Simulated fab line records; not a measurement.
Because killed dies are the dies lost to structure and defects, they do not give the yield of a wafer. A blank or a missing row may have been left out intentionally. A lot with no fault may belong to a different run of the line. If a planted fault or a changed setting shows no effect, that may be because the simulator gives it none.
8D (eight disciplines) problem report, filled in by code | flow sky130 | the parts of the form that need people (team, actions taken, sign-off) are left out

## 1. THE PROBLEM
exposure-dose-mJ-cm2 at SKY_LI_CONTACT_EXPOSE_09 reads a mean of 38.09 on 3 wafers of 1 lot; wafers without a fault read 37.94 with a standard deviation of 0.033. Measured from the usual mean, that is +4.6 standard deviations.
The step: exposes mask LICM1, target cd 170 nm.
First seen on wafer L568.2, day 30 16:16, on krf-scanner-02. Wafers with a number at this step in the record: 39, from 13 lots. Rule for "out" (also "out of limits"): further than 4 standard deviations from the usual mean. All remaining wafers that have a number are taken as sound.

## 2. WHAT IT IS, WHAT IT ISN'T
question                    | is                     | is not
which readings at this step | exposure-dose-mJ-cm2   | -
which lots                  | L568                   | L564, L566, L577, L578, L579, L580, L581, L582, L583, L584, L585, L586
which wafers of those lots  | all that have a number | -
read on which tools         | krf-scanner-02         | krf-scanner-01
when                        | from day 30 16:16      | up to then (6 sound wafers); but 30 sound wafers of L577, L578, L579, L580, L581, L582, L583, L584, L585, L586 came after

## 3. SUSPECTS, AND WHAT RULES EACH OUT
Counting: a tool at any process step up to the reading remains a suspect when it ran all the lots that are out and ran no sound lot after the first of those.
- krf-scanner-02 at SKY_LI_CONTACT_EXPOSE_09 (exposes mask LICM1, target cd 170 nm): ruled out as a lasting fault. The sound lots L577, L578, L580, L584 went through it after L568, its earliest lot that is out (day 30 16:16).
Left after counting: nothing in the record.

## 4. THE CAUSE (what the simulator had put in)
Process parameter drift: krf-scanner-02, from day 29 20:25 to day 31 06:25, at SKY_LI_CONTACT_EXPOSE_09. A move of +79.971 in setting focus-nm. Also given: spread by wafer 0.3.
Counting ruled it out, wrongly.

## 5. THE CHAIN OF EFFECTS, in route order
Each row: a reading where the mean over the struck wafers with a number is more than 3 standard deviations away from the usual. Only readings for which the record gives a usual standard deviation are gone through. hours: the time from each lot's start at the first step in this table that gives one to its start at this step, as a median over the lots. sigmas: the change in usual standard deviations.
hours | step                     | reading              | usual | on struck wafers | change | sigmas
0     | SKY_LI_CONTACT_EXPOSE_09 | exposure-dose-mJ-cm2 | 37.94 | 38.09            | +0.15  | +4.6
Process steps it contains:
- SKY_LI_CONTACT_EXPOSE_09: exposes mask LICM1, target cd 170 nm.
Later steps that measure or inspect, where all struck wafers having a row at the step show a number for every such reading and not one has moved that far: SKY_LOCAL_INTERCONNECT_RS_MEAS_01, SKY_LOCAL_INTERCONNECT_CD_MEAS_11.

## 6. WHAT WOULD HAVE CAUGHT IT SOONER
The fault began at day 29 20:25; the first out-of-limits reading in this record came at day 30 16:16, 20 hours later.
